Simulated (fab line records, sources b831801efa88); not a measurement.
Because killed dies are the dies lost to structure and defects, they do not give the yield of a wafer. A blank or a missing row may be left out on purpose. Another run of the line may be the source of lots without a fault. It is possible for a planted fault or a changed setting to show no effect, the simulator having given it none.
Comparing a struck lot with a sound one | flow sky130 | 15 steps out of a route of 708
Sound: wafers L399.1, L399.3, L399.5. Wafers struck: L405.2, L405.4, L405.6. At the end, the cause is stated.
Per side, at each step with rows, come the tool, then ch with its chambers, and then its first start. Under that, the readings that differ: sound wafers | struck wafers | difference of the means | sigmas: that difference in standard deviations of wafers without a fault.
alike: readings whose means differ by less than 2 such deviations, and words and numbers that are the same on both sides. not compared: withheld readings, readings that some wafer has no value for, bounds like >300 that may hide the same value, and numbers for which the record gives no deviation and whose values overlap.
A row with sigmas, a row that says differs or no value, or rows on one side alone: a step with any of these is where the two part. Numbers that have no deviation but don't overlap get no sigmas and don't part them. A reading missing from all wafers of one side parts the sides only when that side holds two or more wafers.

first, 2 steps without rows for these wafers: SKY_METAL2_CLEAN_23 (cleans in O3/DIW); SKY_VIA2_HDPCVD_00 (deposits SiO2, target thk 1180 nm, time 196.7 s).
SKY_VIA2_THK_MEAS_01:
  sound on film metro-04 at day 36 09:40; struck on film metro-04 at day 38 07:08
  alike: VIA2_HDPCVD_THK
SKY_VIA2_CMP_02: polishes SiO2.
  sound on cmp-01 ch 0,1,3, day 36 09:49; struck on cmp-01 ch 0,2,3, day 38 07:17
  alike: motor current A, slurry filter dp kPa
SKY_VIA2_BOW_MEAS_03:
  sound on film metro-02 at day 36 10:01; struck on film metro-02 at day 38 07:30
  alike: VIA2_BOW
then, 7 steps without rows for these wafers: SKY_VIA2_DEHYDRATE_04 (time 60 s); SKY_VIA2_HMDS_05 (prime time 60 s); SKY_VIA2_COAT_06 (resist thk 60 nm); SKY_VIA2_COAT_07 (resist thk 450 nm); SKY_VIA2_SOFTBAKE_08 (time 90 s); SKY_VIA2_EXPOSE_09 (exposes mask VIM2, target cd 200 nm); SKY_VIA2_PEB_10.
SKY_VIA2_DEVELOP_11: develop time 60 s.
  sound on litho track-01 ch 0, day 37 11:00; struck on litho track-02 ch 0, day 39 07:00
  reading              | sound             | struck            | difference | sigmas
  developer temp C (C) | 20.89 20.92 20.87 | 21.59 21.57 21.55 | +0.68      | +7
  alike: exhaust pa
SKY_VIA2_CD_MEAS_12: target cd 200 nm.
  sound on cd sem-02 at day 37 11:41; struck on cd sem-01 at day 39 07:34
  reading    | sound             | struck            | difference | sigmas
  cd nm (nm) | 198.5 196.9 199.1 | 201.0 201.3 201.9 | +3.2       | +2
-- the record jumps here: 9 days lie between the struck wafers' starts before and after (it left off in module VIA2 and takes up again in module PAD_OPEN, whose first step shown is number 708 of the route) --
SKY_PAD_OPEN_PROBE_99:
  sound on prober-01 at day 46 19:55; struck on prober-02 at day 48 05:32
  alike: defect limited yield, killed_at_M0_to_M3, killed_at_M4_up, killed at contacts, killed at front end, killed at other, killed dies, killed on rim, killed open, killed short, sort_bin_3_pad_short, sort_bin_5_function, sort_bin_6_memory, sort n pass, sort yield pct

WHERE THEY PART
Last at SKY_VIA2_CD_MEAS_12 as far as this record goes, first at SKY_VIA2_DEVELOP_11. Later steps at which nothing parts them and some readings are alike: SKY_PAD_OPEN_PROBE_99.

WHY: whatever the simulator had introduced
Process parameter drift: litho track-02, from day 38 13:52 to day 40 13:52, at SKY_VIA2_DEVELOP_11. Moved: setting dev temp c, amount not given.
